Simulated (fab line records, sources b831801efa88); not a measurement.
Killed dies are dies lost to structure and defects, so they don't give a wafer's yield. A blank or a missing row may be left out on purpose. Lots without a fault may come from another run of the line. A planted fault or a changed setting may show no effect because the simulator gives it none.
Which tool did it? | flow sky130 | 6 lots, 18 wafers sampled, at 1 step of a route of 708

WHAT THE GAUGES READ, wafer by wafer
SKY_VT_ADJUST_PCH_OVL_MEAS_07.
lot  | measured     | on         | VT_ADJUST_PCH_OVL (nm)
L137 | day 10 20:26 | overlay-01 | 1.5 1.1 0.7
L139 | day 11 06:43 | overlay-01 | -0.1 -1.8 -0.3
L141 | day 12 04:26 | overlay-02 | -1.9 0.0 -1.4
L151 | day 15 04:13 | overlay-01 | -0.4 1.1 -1.1
L155 | day 16 06:55 | overlay-02 | -1.7 0.4 1.4
L158 | day 17 04:34 | overlay-01 | -2.5 -0.8 -1.7

WHICH TOOL RAN EACH LOT (tool, then ch and the chambers of the sampled wafers, then the start)
The record holds no process step before these readings.

THE ANSWER, worked out from the rows above alone
Rule: what is usual is taken from the lots themselves. Put in order of their means at a reading, lots are off if they are a third of the lots or fewer, leave a main group of 4 or more, and stand apart from it by a gap of 3 or more times the standard deviation of the main group's means; of several such gaps the widest counts. A main group whose means are all the same, to the digits that the tables above print for the reading, isn't used. A lot without any number at a reading at which 4 lots or more have one is off too. The other lots that the step has rows for count as sound.
No lot is off at any reading shown: from this, nothing can be told.

WHAT THE SIMULATOR HAD PUT IN
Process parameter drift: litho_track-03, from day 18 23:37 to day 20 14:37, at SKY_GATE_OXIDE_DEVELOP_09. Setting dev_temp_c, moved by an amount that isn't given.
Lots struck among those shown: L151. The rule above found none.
